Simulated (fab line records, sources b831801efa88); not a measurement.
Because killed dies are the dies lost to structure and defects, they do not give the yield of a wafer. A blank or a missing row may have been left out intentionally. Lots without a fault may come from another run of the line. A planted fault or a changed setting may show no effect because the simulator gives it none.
fab line records	flow sky130
record lots=15	wafers=45	last-day=50
route steps=708 shown NWELL@34 VT_ADJUST_HVTP@95 VT_ADJUST_LVTN@106
lots with no fault: from the same line, run without faults
start-h: hours from the record's opening day to when the first of the lot's shown wafers began	wait-h: time in hours since the lot's previous step	" the same as in the row above	L1.1+2: one row covering several wafers at once	- no value, or no start given	* or withheld: withheld	< > ~ a bound
route shown NAME@n: names a module that has steps shown in the file, with the first one's number in the route	usual: average and standard deviation across the fault-free wafers	same: alike in all rows	chamber/n: place in a boat	sites: per-site readings	_std_site: their standard deviation	_edge_site: outer sites' mean less inner sites'	radius-mm: how far each site lies from the wafer's centre	mask NAME#n: copy n	behind: the most recent tool/chamber to have shaped the wafer	hold: why the lot went on hold/how many hours it stayed there/how the hold came to an end	device: which transistor (n, p or np) failed to switch	end of line: the route-end tests of the same wafers	for a step that has no rows: nothing shown but its recipe	killed: the dies lost at the first sort to structure and to defects; this is not the yield of the wafer	map: per-die view of a wafer (x killed, . not killed, _ where there is no die)
set.NAME: the setting as run; set.NAME@STEP: as run at that earlier step	model.NAME: the simulator's own value behind a step, which no gauge read
steps of the route over a sample of lots; a table a step, a row a wafer
services: from which hour (start-h, from the record's first day; less than 0 if before it) a tool's chamber was out of use, for how many hours, and why
## steps
# step SKY_NWELL_THK_MEAS_02
# recipe reads=SiO2_of_NWELL_OXIDATION_01
# usual NWELL_OXIDATION_THK=10.00/0.17
lot.wafer	tool	chamber	start-h	wait-h	NWELL_OXIDATION_THK[nm]
L865.1	film-metro-01	-	36.25	0.0	9.99
L865.4	"	-	"	"	9.96
L865.6	"	-	"	"	9.84
L866.2	film-metro-01	-	43.54	0.0	10.20
L866.4	"	-	"	"	10.24
L866.5	"	-	"	"	10.18
L867.2	film-metro-01	-	45.28	0.0	10.47
L867.3	"	-	"	"	10.23
L867.5	"	-	"	"	10.24
L869.1	film-metro-01	-	67.92	0.0	10.06
L869.2	"	-	"	"	10.07
L869.3	"	-	"	"	10.01
L872.2	film-metro-01	-	79.54	0.0	9.88
L872.3	"	-	"	"	9.89
L872.6	"	-	"	"	10.03
L874.2	film-metro-01	-	84.76	0.0	10.07
L874.3	"	-	"	"	9.99
L874.4	"	-	"	"	9.98
L875.1	film-metro-04	-	93.46	0.0	10.00
L875.2	"	-	"	"	10.06
L875.5	"	-	"	"	10.06
L876.1	film-metro-01	-	99.04	0.0	9.84
L876.2	"	-	"	"	9.88
L876.4	"	-	"	"	9.67
L877.3	film-metro-04	-	103.04	0.0	9.69
L877.5	"	-	"	"	9.83
L877.6	"	-	"	"	9.95
L881.1	film-metro-02	-	120.01	0.0	10.03
L881.2	"	-	"	"	9.88
L881.6	"	-	"	"	10.25
L882.2	film-metro-01	-	126.33	0.0	9.93
L882.3	"	-	"	"	9.88
L882.5	"	-	"	"	10.07
L883.1	film-metro-02	-	130.65	0.0	10.11
L883.2	"	-	"	"	10.01
L883.4	"	-	"	"	10.11
L884.2	film-metro-02	-	136.94	0.0	9.95
L884.5	"	-	"	"	9.90
L884.6	"	-	"	"	9.95
L885.1	film-metro-02	-	143.03	0.0	9.91
L885.2	"	-	"	"	9.82
L885.4	"	-	"	"	9.83
L888.2	film-metro-02	-	157.16	0.0	10.06
L888.5	"	-	"	"	10.13
L888.6	"	-	"	"	10.10
# step SKY_NWELL_RS_MEAS_29
# recipe thk-meas-gauge=four-point-probe
# usual NWELL_RS=625.4/1.7
lot.wafer	tool	chamber	start-h	wait-h	NWELL_RS[ohm/sq]
L865.1	film-metro-01	-	104.05	0.1	623.0
L865.4	"	-	"	"	624.2
L865.6	"	-	"	"	625.8
L866.2	film-metro-02	-	111.47	0.1	627.3
L866.4	"	-	"	"	626.4
L866.5	"	-	"	"	627.6
L867.2	film-metro-04	-	113.22	0.1	625.2
L867.3	"	-	"	"	625.5
L867.5	"	-	"	"	625.2
L869.1	film-metro-01	-	141.74	0.1	628.4
L869.2	"	-	"	"	626.9
L869.3	"	-	"	"	628.5
L872.2	film-metro-02	-	155.15	0.1	624.9
L872.3	"	-	"	"	624.0
L872.6	"	-	"	"	623.2
L874.2	film-metro-04	-	163.42	0.1	626.5
L874.3	"	-	"	"	625.4
L874.4	"	-	"	"	624.9
L875.1	film-metro-04	-	171.38	0.1	623.3
L875.2	"	-	"	"	623.6
L875.5	"	-	"	"	622.9
L876.1	film-metro-02	-	178.65	0.1	626.5
L876.2	"	-	"	"	626.1
L876.4	"	-	"	"	626.6
L877.3	film-metro-02	-	184.57	0.1	624.4
L877.5	"	-	"	"	625.7
L877.6	"	-	"	"	627.3
L881.1	film-metro-02	-	203.13	0.1	627.0
L881.2	"	-	"	"	624.5
L881.6	"	-	"	"	624.3
L882.2	film-metro-02	-	209.56	0.1	624.7
L882.3	"	-	"	"	625.2
L882.5	"	-	"	"	625.6
L883.1	film-metro-02	-	215.48	0.1	626.2
L883.2	"	-	"	"	628.7
L883.4	"	-	"	"	628.2
L884.2	film-metro-04	-	220.41	0.1	625.1
L884.5	"	-	"	"	623.5
L884.6	"	-	"	"	626.4
L885.1	film-metro-01	-	230.65	0.1	624.2
L885.2	"	-	"	"	623.1
L885.4	"	-	"	"	622.6
L888.2	film-metro-04	-	244.86	0.1	627.4
L888.5	"	-	"	"	626.5
L888.6	"	-	"	"	629.8
# step SKY_VT_ADJUST_HVTP_STRIP_10
# recipe chemistry=O2/N2	power-w=1400	pressure-mtorr=1500	platen-temp-c=withheld	o2-flow-sccm=3000	n2-flow-sccm=300	overash-fraction=0.5
# usual chamber-pressure-mTorr=1500.0/1.2	drypump-motor-current-A=5.8/0.42	oes-product-au=0.715/0.0043	strip-time-to-endpoint-s=14.19/0.039
lot.wafer	tool	chamber	start-h	wait-h	chamber-pressure-mTorr	drypump-motor-current-A	oes-product-au	rf-hours-counter-h	strip-time-to-endpoint-s
L865.1	plasma-asher-02	0	123.01	0.1	1499.5	5.7	0.718	30	14.18
L865.4	"	1	"	"	1500.3	5.1	0.713	-	14.19
L865.6	"	1	"	"	1501.0	5.1	0.709	-	14.16
L866.2	plasma-asher-04	1	131.01	0.1	1499.2	6.3	0.713	1	14.19
L866.4	"	1	"	"	1500.6	6.4	0.716	-	14.18
L866.5	"	1	"	"	1500.4	6.3	0.719	-	14.17
L867.2	plasma-asher-04	1	132.72	0.1	1497.9	6.3	0.713	1	14.19
L867.3	"	0	"	"	1497.7	5.9	0.727	-	14.17
L867.5	"	1	"	"	1499.0	6.3	0.718	-	14.20
L869.1	plasma-asher-02	0	162.82	0.1	1500.9	5.7	0.714	34	14.22
L869.2	"	1	"	"	1500.3	5.1	0.723	34	14.20
L869.3	"	1	"	"	1498.1	5.1	0.713	-	14.15
L872.2	plasma-asher-02	1	175.86	0.1	1499.6	5.1	0.717	35	14.18
L872.3	"	0	"	"	1501.9	5.7	0.711	-	14.21
L872.6	"	1	"	"	1501.7	5.1	0.708	-	14.25
L874.2	plasma-asher-02	1	184.96	0.1	-	-	-	-	-
L874.3	"	1	"	"	-	-	-	-	-
L874.4	"	0	"	"	-	-	-	-	-
L875.1	plasma-asher-02	1	193.72	0.1	-	-	-	-	-
L875.2	"	0	"	"	-	-	-	-	-
L875.5	"	1	"	"	-	-	-	-	-
L876.1	plasma-asher-04	1	199.71	0.1	-	-	-	-	-
L876.2	"	0	"	"	-	-	-	-	-
L876.4	"	0	"	"	-	-	-	-	-
L877.3	plasma-asher-04	1	206.66	0.1	1499.8	6.4	0.717	-	14.20
L877.5	"	1	"	"	1499.6	6.3	0.717	-	14.16
L877.6	"	0	"	"	1497.9	5.9	0.714	-	14.16
L881.1	plasma-asher-02	1	224.95	0.1	1499.2	5.1	0.713	40	14.21
L881.2	"	0	"	"	1502.3	5.7	0.714	40	14.26
L881.6	"	0	"	"	1499.1	5.7	0.711	-	14.25
L882.2	plasma-asher-02	1	231.11	0.1	1499.1	5.0	0.720	40	14.14
L882.3	"	0	"	"	1501.7	5.7	0.714	-	14.14
L882.5	"	0	"	"	1500.5	5.7	0.714	-	14.19
L883.1	plasma-asher-04	0	238.07	0.1	1499.4	5.9	0.713	12	14.20
L883.2	"	1	"	"	1499.9	6.3	0.716	12	14.16
L883.4	"	1	"	"	1498.9	6.4	0.719	-	14.19
L884.2	plasma-asher-04	1	243.31	0.1	1500.2	6.3	0.712	12	14.14
L884.5	"	0	"	"	1499.2	5.9	0.720	-	14.17
L884.6	"	1	"	"	1499.8	6.3	0.721	-	14.13
L885.1	plasma-asher-04	0	254.46	0.1	1498.8	6.0	0.713	13	14.16
L885.2	"	1	"	"	1499.4	6.3	0.720	13	14.12
L885.4	"	0	"	"	1500.2	6.0	0.716	-	14.18
L888.2	plasma-asher-04	0	268.95	0.1	1500.0	5.9	0.714	15	14.23
L888.5	"	1	"	"	1501.5	6.3	0.723	-	14.25
L888.6	"	0	"	"	1501.0	5.9	0.720	-	14.22
# step SKY_VT_ADJUST_HVTP_TW_MEAS_11
# usual VT_ADJUST_HVTP_TW=1353/13
lot.wafer	tool	chamber	start-h	wait-h	VT_ADJUST_HVTP_TW
L865.1	film-metro-03	-	123.11	0.1	1360
L865.4	"	-	"	"	1366
L865.6	"	-	"	"	1361
L866.2	film-metro-04	-	131.12	0.1	1361
L866.4	"	-	"	"	1364
L866.5	"	-	"	"	1362
L867.2	film-metro-03	-	132.83	0.1	1368
L867.3	"	-	"	"	1363
L867.5	"	-	"	"	1361
L869.1	film-metro-03	-	162.92	0.1	1368
L869.2	"	-	"	"	1367
L869.3	"	-	"	"	1368
L872.2	film-metro-04	-	175.97	0.1	1365
L872.3	"	-	"	"	1360
L872.6	"	-	"	"	1359
L874.2	film-metro-01	-	185.07	0.1	1346
L874.3	"	-	"	"	1338
L874.4	"	-	"	"	1343
L875.1	film-metro-01	-	193.82	0.1	1334
L875.2	"	-	"	"	1329
L875.5	"	-	"	"	1334
L876.1	film-metro-03	-	199.81	0.1	1356
L876.2	"	-	"	"	1362
L876.4	"	-	"	"	1360
L877.3	film-metro-04	-	206.74	0.1	1357
L877.5	"	-	"	"	1363
L877.6	"	-	"	"	1355
L881.1	film-metro-01	-	225.05	0.1	1342
L881.2	"	-	"	"	1343
L881.6	"	-	"	"	1342
L882.2	film-metro-04	-	231.22	0.1	1368
L882.3	"	-	"	"	1368
L882.5	"	-	"	"	1364
L883.1	film-metro-03	-	238.17	0.1	1359
L883.2	"	-	"	"	1368
L883.4	"	-	"	"	1357
L884.2	film-metro-04	-	243.42	0.1	1366
L884.5	"	-	"	"	1367
L884.6	"	-	"	"	1366
L885.1	film-metro-01	-	254.56	0.1	1335
L885.2	"	-	"	"	1336
L885.4	"	-	"	"	1340
L888.2	film-metro-03	-	269.06	0.1	1357
L888.5	"	-	"	"	1350
L888.6	"	-	"	"	1361
# step SKY_VT_ADJUST_LVTN_STRIP_09
# recipe chemistry=O2/N2	power-w=1400	pressure-mtorr=1500	platen-temp-c=withheld	o2-flow-sccm=3000	n2-flow-sccm=300	overash-fraction=0.5
# usual chamber-pressure-mTorr=1500.0/1.4	drypump-motor-current-A=5.8/0.33	oes-product-au=0.723/0.0039	strip-time-to-endpoint-s=36.97/0.098
lot.wafer	tool	chamber	start-h	wait-h	chamber-pressure-mTorr	drypump-motor-current-A	oes-product-au	rf-hours-counter-h	strip-time-to-endpoint-s
L865.1	plasma-asher-03	0	142.37	0.1	1499.9	5.6	0.720	46	37.01
L865.4	"	1	"	"	1500.8	5.6	0.725	-	36.89
L865.6	"	1	"	"	1500.2	5.7	0.721	-	37.00
L866.2	plasma-asher-03	0	150.42	0.1	1502.5	5.6	0.727	46	37.03
L866.4	"	1	"	"	1501.1	5.7	0.720	-	37.03
L866.5	"	0	"	"	1499.8	5.6	0.724	-	37.02
L867.2	plasma-asher-03	0	153.02	0.1	1499.7	5.6	0.725	47	36.79
L867.3	"	0	"	"	1498.7	5.6	0.727	-	36.92
L867.5	"	0	"	"	1500.4	5.6	0.723	-	36.82
L869.1	plasma-asher-01	1	183.87	0.1	1499.5	5.7	0.723	50	36.91
L869.2	"	0	"	"	1499.2	5.2	0.718	50	36.90
L869.3	"	0	"	"	1496.6	5.2	0.723	-	37.05
L872.2	plasma-asher-04	1	197.77	0.1	1499.2	6.3	0.723	8	37.01
L872.3	"	1	"	"	1499.3	6.3	0.724	-	37.04
L872.6	"	0	"	"	1499.9	6.0	0.724	-	37.09
L874.2	plasma-asher-01	0	206.85	0.1	1499.0	5.2	0.728	53	53.89
L874.3	"	1	"	"	1498.9	5.7	0.725	-	53.88
L874.4	"	0	"	"	1498.6	5.2	0.731	-	53.85
L875.1	plasma-asher-03	0	215.60	0.1	1501.8	5.6	0.727	53	53.78
L875.2	"	1	"	"	1500.1	5.7	0.731	53	53.84
L875.5	"	0	"	"	1498.5	5.6	0.731	-	53.89
L876.1	plasma-asher-04	1	221.34	0.1	1499.8	6.4	0.728	10	53.74
L876.2	"	0	"	"	1501.7	6.0	0.727	10	53.64
L876.4	"	1	"	"	1499.0	6.4	0.725	-	53.66
L877.3	plasma-asher-04	0	229.45	0.1	1499.6	6.0	0.724	-	37.08
L877.5	"	1	"	"	1499.2	6.3	0.732	-	37.06
L877.6	"	0	"	"	1499.1	5.9	0.716	-	37.08
L881.1	plasma-asher-04	0	247.37	0.1	1501.3	5.9	0.721	13	37.04
L881.2	"	1	"	"	1498.1	6.3	0.728	13	36.96
L881.6	"	0	"	"	1501.0	5.9	0.726	-	37.01
L882.2	plasma-asher-03	1	255.02	0.1	1500.3	5.7	0.731	57	37.16
L882.3	"	1	"	"	1499.0	5.7	0.722	-	37.22
L882.5	"	1	"	"	1500.0	5.7	0.723	-	37.09
L883.1	plasma-asher-04	0	262.15	0.1	1499.3	5.9	0.728	14	36.85
L883.2	"	1	"	"	1499.7	6.4	0.714	14	37.05
L883.4	"	1	"	"	1500.0	6.4	0.716	-	37.10
L884.2	plasma-asher-04	1	267.82	0.1	1500.2	6.3	0.724	15	36.90
L884.5	"	0	"	"	1499.8	5.9	0.722	-	37.07
L884.6	"	1	"	"	1500.8	6.4	0.730	-	36.95
L885.1	plasma-asher-03	0	277.95	0.1	1499.8	5.6	0.724	59	36.92
L885.2	"	1	"	"	1496.8	5.7	0.719	59	37.00
L885.4	"	1	"	"	1500.0	5.6	0.727	-	36.89
L888.2	plasma-asher-03	1	290.39	0.1	1498.5	5.7	0.723	60	36.87
L888.5	"	1	"	"	1501.4	5.7	0.731	-	36.88
L888.6	"	0	"	"	1499.8	5.6	0.723	-	36.80
# step SKY_VT_ADJUST_LVTN_TW_MEAS_10
# usual VT_ADJUST_LVTN_TW=241.2/2.4
lot.wafer	tool	chamber	start-h	wait-h	VT_ADJUST_LVTN_TW
L865.1	film-metro-03	-	142.47	0.1	244.7
L865.4	"	-	"	"	242.2
L865.6	"	-	"	"	244.4
L866.2	film-metro-03	-	150.53	0.1	242.5
L866.4	"	-	"	"	242.5
L866.5	"	-	"	"	243.8
L867.2	film-metro-02	-	153.13	0.1	241.8
L867.3	"	-	"	"	242.5
L867.5	"	-	"	"	241.2
L869.1	film-metro-02	-	183.97	0.1	241.0
L869.2	"	-	"	"	241.7
L869.3	"	-	"	"	242.0
L872.2	film-metro-02	-	197.88	0.1	243.5
L872.3	"	-	"	"	243.4
L872.6	"	-	"	"	242.5
L874.2	film-metro-03	-	206.96	0.1	30.2
L874.3	"	-	"	"	30.1
L874.4	"	-	"	"	30.3
L875.1	film-metro-03	-	215.70	0.1	30.2
L875.2	"	-	"	"	30.2
L875.5	"	-	"	"	30.3
L876.1	film-metro-02	-	221.44	0.1	30.1
L876.2	"	-	"	"	30.2
L876.4	"	-	"	"	30.3
L877.3	film-metro-01	-	229.54	0.1	239.3
L877.5	"	-	"	"	240.1
L877.6	"	-	"	"	238.9
L881.1	film-metro-02	-	247.47	0.1	244.4
L881.2	"	-	"	"	244.6
L881.6	"	-	"	"	242.0
L882.2	film-metro-02	-	255.13	0.1	243.3
L882.3	"	-	"	"	243.5
L882.5	"	-	"	"	243.1
L883.1	film-metro-01	-	262.25	0.1	236.2
L883.2	"	-	"	"	236.7
L883.4	"	-	"	"	237.4
L884.2	film-metro-03	-	267.93	0.1	241.6
L884.5	"	-	"	"	240.5
L884.6	"	-	"	"	240.9
L885.1	film-metro-02	-	278.05	0.1	243.6
L885.2	"	-	"	"	242.2
L885.4	"	-	"	"	241.9
L888.2	film-metro-03	-	290.50	0.1	243.8
L888.5	"	-	"	"	245.9
L888.6	"	-	"	"	242.6
## services
tool	chamber	start-h	hours	kind
plasma-asher-04	-	108.75	9.0	pm
plasma-asher-04	0	108.75	9.0	vent-cycle
plasma-asher-04	1	108.75	9.0	vent-cycle
plasma-asher-04	0	117.75	-	clean
plasma-asher-04	1	117.75	-	clean
plasma-asher-03	-	130.70	2.4	repair
## key
first-sign step=SKY_VT_ADJUST_HVTP_STRIP_10	reading=tool-record	direction=missing
effect step=SKY_VT_ADJUST_LVTN_STRIP_09	reading=strip-time-to-endpoint-s	direction=up	sigmas=99+	usual=*	struck=*
effect step=SKY_VT_ADJUST_LVTN_TW_MEAS_10	reading=VT_ADJUST_LVTN_TW	direction=down	sigmas=87	usual=241.2	struck=30.2
met-at SKY_VT_ADJUST_HVTP_STRIP_10
struck-lots L874,L875,L876
sort-left-out L874.2,L874.3,L874.4,L875.1,L875.2,L875.5,L876.1,L876.2,L876.4
tester-left-out L874,L875,L876
not-acting-at SKY_NWELL_THK_MEAS_02,SKY_NWELL_RS_MEAS_29,SKY_VT_ADJUST_HVTP_TW_MEAS_11
onset-between 175.86 184.96
fault kind=skipped-step-whole	tool=plasma-asher-02,plasma-asher-04	chamber=-	onset-h=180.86	steps=SKY_VT_ADJUST_HVTP_STRIP_10	scope=struck-lots-only
# tester-left-out: of these lots the tester's yield and bins aren't shown, on N5 and GAA mostly nor the transistor test; their killed dies are dies lost to structure and defects alone, not to doping, threshold or leakage, so they don't give the yield
# sort-left-out: the simulated sort isn't trusted on such a fault, so these wafers' sort isn't shown, and their yield isn't known
